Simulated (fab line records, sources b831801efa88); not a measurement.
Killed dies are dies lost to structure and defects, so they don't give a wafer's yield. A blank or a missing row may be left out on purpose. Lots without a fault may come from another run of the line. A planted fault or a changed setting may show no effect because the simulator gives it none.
Chamber matching | flow gf180mcu | GF_V2_CMP_04 on cmp-02: 4 sister chambers
The step polishes SiO2. 4 wafers are shown with their chamber, then 8 later ones without.

WAFERS WITH THEIR CHAMBER
wafer  | chamber | motor_current_A (A)
L990.6 | 1       | 11.6
L991.3 | 0       | 12.1
L997.5 | 2       | 11.0
L101.3 | 3       | 10.2

WAFERS WITHOUT THEIR CHAMBER
wafer  | motor_current_A (A)
L101.5 | 11.1
L101.6 | 9.9
L104.1 | 10.0
L104.3 | 11.9
L104.4 | 10.6
L106.2 | 11.3
L106.4 | 10.3
L106.5 | 12.0

WHICH CHAMBER EACH WENT THROUGH
wafer  | from the rows above     | in truth
L101.5 | can't be placed: 2 or 1 | 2
L101.6 | 3                       | 3
L104.1 | 3                       | 3
L104.3 | can't be placed: 0 or 1 | 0
L104.4 | can't be placed: 2 or 3 | 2
L106.2 | can't be placed: 1 or 2 | 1
L106.4 | 3                       | 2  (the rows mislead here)
L106.5 | can't be placed: 0 or 1 | 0
Placed correctly: 2 of 8. Can't be placed from these rows: 5 (the true chamber is among the candidates in 5). Placed wrongly: 1.
How it was worked out, from the rows above alone: a wafer's distance from a chamber is the root of the sum, over the readings, of the square of ((its reading less the chamber's mean) divided by the reading's scatter). The wafer belongs to the nearest chamber; if the next one is less than 2 further off, it can't be placed. A chamber's mean is the mean of its shown wafers. The scatter: with one shown wafer a chamber, the root of the mean of the squares of how far each hidden wafer lies from its nearest shown one.
